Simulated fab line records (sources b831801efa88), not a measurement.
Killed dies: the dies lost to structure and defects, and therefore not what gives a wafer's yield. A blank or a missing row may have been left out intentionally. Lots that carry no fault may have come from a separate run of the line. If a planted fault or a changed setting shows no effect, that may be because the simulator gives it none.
Struck lot and sound lot, side by side + flow gf180mcu + 37 out of 602 route steps
Sound: the wafers L443.3, L443.4, L443.5. Struck: wafers L455.2, L455.4, L455.5. The cause comes at the end.
Per side, at each step with rows, come the tool, then ch with its chambers, and then its first start. Under that, the readings that differ: sound wafers + struck wafers + difference of the means + sigmas: that difference in standard deviations of wafers without a fault.
alike: words and numbers the same on both sides, and readings whose means are apart by under 2 such deviations; not compared: readings that were withheld, readings missing a value for some wafer, numbers with overlapping values and no deviation given by the record, and bounds like >300 which may hide the same value.
The two part at a step that has a row with sigmas, a row that says differs or no value, or rows on one side only. When numbers do not overlap yet have no deviation, they are printed without sigmas and do not part them. A reading that every wafer of one side lacks parts them only if that side has two wafers or more.

first, 2 steps without rows for these wafers: GF_M4_PEB_12 (peb time 90 s); GF_M4_DEVELOP_13 (develop time 60 s).
GF_M4_CD_MEAS_14 targets a cd of 280 nm.
  struck on cd sem-01, day 28 05:16; sound on cd sem-02, day 24 15:24
  alike: cd nm
GF_M4_OVL_MEAS_15:
  struck on overlay-02, day 28 05:22; sound on overlay-01, day 24 15:29
  alike: M4_OVL
then, 1 step without rows for these wafers: GF_M4_METAL_ETCH_16 (etches the open film in Cl2/BCl3, stops on SiO2, target depth 750.8 nm, time 125.1 s).
GF_M4_STRIP_17: strips in O2/N2.
  sound on plasma asher-02 ch 0,1, day 24 15:41; struck on plasma asher-01 ch 1, day 28 05:32
  alike: drypump motor current A, heater power w, oes product au, strip time to endpoint s
  not compared: rf hours counter h
then, 3 steps without rows for these wafers: GF_M4_STRIP_18 (strips in post etch residue remover, time 1200 s); GF_M4_CLEAN_19 (cleans in DIW); GF_V4_CVD_00 (deposits SiO2, target thk 600 nm, time 100 s).
GF_V4_THK_MEAS_01:
  struck on film metro-03, day 28 06:09; sound on film metro-03, day 24 16:42
  alike: V4_CVD_00_THK
GF_V4_CVD_02: deposits SiO2 from TEOS, target thk 850 nm, time 94.851 s.
  sound on pecvd-01 ch 0,1,2, day 24 16:44; struck on pecvd-01 ch 0,1,2, day 28 06:12
  alike: heater power w
GF_V4_THK_MEAS_03:
  struck on film metro-03, day 28 06:19; sound on film metro-03, day 24 16:50
  alike: V4_CVD_02_THK
GF_V4_CMP_04: polishes SiO2.
  sound on cmp-01 ch 0,1,2, day 24 16:52; struck on cmp-02 ch 2,3, day 28 06:23
| reading                             | sound             | struck            | difference | sigmas |
|-------------------------------------|-------------------|-------------------|------------|--------|
| time to endpoint s (s)              | 79 82 81          | 96 95 105         | +18        | +3     |
| model.SiO2_of_V4_CVD_02.thk nm (nm) | 632.7 633.8 633.3 | 586.3 585.2 585.4 | -47.6      |        |
  alike: motor current A, retaining ring pressure frac
GF_V4_BOW_MEAS_05:
  struck on film metro-04, day 28 06:42; sound on film metro-03, day 24 17:13
  alike: V4_BOW
then, 8 steps without rows for these wafers: GF_V4_DEHYDRATE_06 (time 60 s); GF_V4_HMDS_07 (prime time 60 s); GF_V4_COAT_08; GF_V4_COAT_09 (resist thk 1000 nm); GF_V4_SOFTBAKE_10 (time 60 s); GF_V4_EXPOSE_11 (exposes mask Via4, target cd 260 nm); GF_V4_PEB_12 (peb time 90 s); GF_V4_DEVELOP_13 (develop time 60 s).
GF_V4_CD_MEAS_14 targets a cd of 260 nm.
  struck on cd sem-01, day 29 03:07; sound on cd sem-02, day 25 14:21
| reading    | sound             | struck            | difference | sigmas |
|------------|-------------------|-------------------|------------|--------|
| cd nm (nm) | 258.6 257.2 258.4 | 260.0 261.6 260.3 | +2.6       | +2     |
GF_V4_OVL_MEAS_15:
  struck on overlay-01, day 29 03:13; sound on overlay-02, day 25 14:26
  alike: V4_OVL
GF_V4_ETCH_16: etches BARC in N2/H2.
  sound on rie diel-02 ch 1,3, day 25 14:28; struck on rie diel-04 ch 0,1,3, day 29 03:15
  alike: drypump motor current A, oes product au, throttle valve pct
GF_V4_ETCH_17: etches SiO2 in C4F8/O2/Ar, stops on TiN, target depth 630 nm.
  sound on rie diel-02 ch 1,3; struck on rie diel-04 ch 0,1,3
| reading                        | sound             | struck            | difference | sigmas |
|--------------------------------|-------------------|-------------------|------------|--------|
| oes product au (a.u.)          | 0.851 0.856 0.847 | 0.821 0.821 0.821 | -0.030     | -7     |
| model.etch.depth nm (nm)       | 632.7 633.8 633.3 | 586.3 585.2 585.4 | -47.6      |        |
| model.V4.feature depth nm (nm) | 632.7 633.8 633.3 | 586.3 585.2 585.4 | -47.6      |        |
GF_V4_STRIP_18: strips in O2/N2.
  sound on plasma asher-02 ch 0,1, day 25 14:38; struck on plasma asher-01 ch 0,1, day 29 03:23
| reading            | sound       | struck      | difference | sigmas |
|--------------------|-------------|-------------|------------|--------|
| heater power w (W) | 417 369 403 | 322 310 326 | -77        | -2     |
  alike: drypump motor current A, oes product au
  not compared: rf hours counter h
then, 3 steps without rows for these wafers: GF_V4_STRIP_19 (strips in post etch residue remover, time 1200 s); GF_V4_CLEAN_20 (cleans in DIW); GF_V4_SPUTTER_21 (material Ti, target thk 15 nm, time 80.02 s).
GF_V4_SPUTTER_22: material TiN, target thk 10 nm, time 40 s.
  struck on pvd sputter-01, day 29 03:59; sound on pvd sputter-01, day 25 15:11
  alike: cathode dc power W, throttle valve pct
then, 1 step without rows for these wafers: GF_V4_CVD_23 (deposits W, target thk 350 nm, time 104.9 s).
GF_V4_RS_MEAS_24: uses a four-point probe to measure.
  struck on film metro-04, day 29 04:09; sound on film metro-03, day 25 15:23
  alike: V4_W_RS
GF_V4_THK_MEAS_25: measures by xrf.
  struck on film metro-04, day 29 04:16; sound on film metro-03, day 25 15:29
  alike: V4_W_THK
GF_V4_CMP_26: polishes, stops on SiO2, t overpolish 15 s, target thk 0 nm.
  sound on cmp-01 ch 0,3, day 25 15:31; struck on cmp-02 ch 0,1, day 29 04:19
| reading                             | sound           | struck            | difference | sigmas |
|-------------------------------------|-----------------|-------------------|------------|--------|
| model.SiO2_of_V4_CVD_02.thk nm (nm) | 628.9 630 629.5 | 582.5 581.4 581.7 | -47.6      |        |
  alike: motor current A, retaining ring pressure frac
then, 2 steps without rows for these wafers: GF_MIM_SPUTTER_00 (material Ti, target thk 37.5 nm, time 150 s); GF_PASSIVATION_PROBE_99.

WHERE THEY PART
Earliest at GF_V4_CMP_04; latest, in this record, at GF_V4_STRIP_18. Later steps at which nothing parts them and some readings are alike: GF_V4_SPUTTER_22, GF_V4_RS_MEAS_24, GF_V4_THK_MEAS_25, GF_V4_CMP_26.

WHY: whatever the simulator had introduced
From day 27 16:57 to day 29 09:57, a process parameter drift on cmp-02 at GF_V4_CMP_04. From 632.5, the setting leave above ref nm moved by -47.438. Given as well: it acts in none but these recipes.
